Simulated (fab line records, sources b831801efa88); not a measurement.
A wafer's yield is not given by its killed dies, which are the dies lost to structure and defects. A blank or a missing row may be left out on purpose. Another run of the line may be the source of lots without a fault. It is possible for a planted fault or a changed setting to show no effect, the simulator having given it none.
Comparing a struck lot with a sound one ; flow gf180mcu ; 21 out of 602 route steps
Sound: the wafers L905.1, L905.3, L905.5. Struck: wafer L915.5 (left out: L915.3, a lot-mate that was not struck); the cause follows at the end.
Per side, at each step with rows, come the tool, then ch with its chambers, and then its first start. Under that, the readings that differ: sound wafers ; struck wafers ; difference of the means ; sigmas: that difference in standard deviations of wafers without a fault.
alike: readings whose means differ by less than 2 such deviations, and words and numbers that are the same on both sides. not compared: withheld readings, readings that some wafer has no value for, bounds like >300 that may hide the same value, and numbers for which the record gives no deviation and whose values overlap.
Wherever a step has rows on one side only, a row that says differs or no value, or a row with sigmas, the two part there. Numbers that don't overlap but have no deviation are shown without sigmas and don't part them. Lack of a reading on every wafer of one side parts them only where that side has two or more wafers.

first, 2 steps without rows for these wafers: GF_M4_CLEAN_19 (cleans in DIW); GF_V4_CVD_00 (deposits SiO2, target thk 600 nm, time 100 s).
GF_V4_THK_MEAS_01:
  sound on filmMetro-03 at day 25 00:29; struck on filmMetro-03 at day 27 22:05
  alike: V4_CVD_00_THK
GF_V4_CVD_02: deposits SiO2 from TEOS, target thk 850 nm, time 94.851 s.
  sound on pecvd-02 ch 0,1, day 25 00:33; struck on pecvd-03 ch 2, day 27 22:07
reading;sound;struck;difference;sigmas
heaterPowerW (W);526 585 631;804;+223;+3
  alike: rfFwdPowerW
GF_V4_THK_MEAS_03:
  sound on filmMetro-04 at day 25 00:37; struck on filmMetro-04 at day 27 22:13
  alike: V4_CVD_02_THK
GF_V4_CMP_04: polishes SiO2.
  sound on cmp-01 ch 1,3, day 25 00:41; struck on cmp-02 ch 3, day 27 22:21
reading;sound;struck;difference;sigmas
motorCurrentA (A);11.6 10.2 10.3;13.2;+2.5;+2
  alike: timeToEndpointS
GF_V4_BOW_MEAS_05:
  sound on filmMetro-02 at day 25 00:59; struck on filmMetro-02 at day 27 22:35
  alike: V4_BOW
then, 5 steps without rows for these wafers: GF_V4_DEHYDRATE_06 (time 60 s); GF_V4_HMDS_07 (prime time 60 s); GF_V4_COAT_08; GF_V4_COAT_09 (resist thk 1000 nm); GF_V4_SOFTBAKE_10 (time 60 s).
GF_V4_EXPOSE_11: exposes mask Via4, target cd 260 nm.
  sound on krfScanner-01 ch 0, day 25 11:50; struck on krfScanner-02 ch 0, day 28 08:28
  alike: mask, exposureDoseMJCm2
then, 2 steps without rows for these wafers: GF_V4_PEB_12 (peb time 90 s); GF_V4_DEVELOP_13 (develop time 60 s).
GF_V4_CD_MEAS_14: the cd target is 260 nm.
  sound on cdSem-02 at day 25 21:46; struck on cdSem-01 at day 28 17:58
reading;sound;struck;difference;sigmas
cdNm (nm);259.7 259.7 259.4;265.3;+5.7;+5
GF_V4_OVL_MEAS_15:
  sound on overlay-02 at day 25 21:53; struck on overlay-01 at day 28 18:04
  alike: V4_OVL
GF_V4_ETCH_16: etches BARC in N2/H2.
  sound on rieDiel-03 ch 0,1,2, day 25 21:55; struck on rieDiel-02 ch 1, day 28 18:05
reading;sound;struck;difference;sigmas
drypumpMotorCurrentA (A);6.2 5.9 5.9;5.0;-1.0;-2
model.V4.cdNm (nm);260.2 259.7 260;265.2;+5.2;
  alike: h2FlowSccm, oesProductAu, rfFwdPowerW, throttleValvePct
GF_V4_ETCH_17: etches SiO2 in C4F8/O2/Ar, stops on TiN, target depth 630 nm.
  sound on rieDiel-03 ch 0,1,2; struck on rieDiel-02 ch 1
reading;sound;struck;difference;sigmas
model.V4.cdNm (nm);260.2 260.3 259.8;266.2;+6.1;
  alike: oesProductAu, rfFwdPowerW
GF_V4_STRIP_18: strips in O2/N2.
  sound on plasmaAsher-02 ch 0,1, day 25 22:03; struck on plasmaAsher-04 ch 0, day 28 18:15
  alike: drypumpMotorCurrentA, heaterPowerW, oesProductAu
  not compared: rfHoursCounterH
-- the record jumps here: 4 days lie between the struck wafers' starts before and after (it left off in module V4 and takes up again in module PASSIVATION, whose first step shown is number 602 of the route) --
GF_PASSIVATION_PROBE_99:
  the record has rows for the struck wafers here (prober-02, day 32 19:49) and none for the sound ones

== WHERE THEY PART ==
At GF_V4_CVD_02 first; at GF_PASSIVATION_PROBE_99 last (within this record only).

WHY: what the simulator had put in
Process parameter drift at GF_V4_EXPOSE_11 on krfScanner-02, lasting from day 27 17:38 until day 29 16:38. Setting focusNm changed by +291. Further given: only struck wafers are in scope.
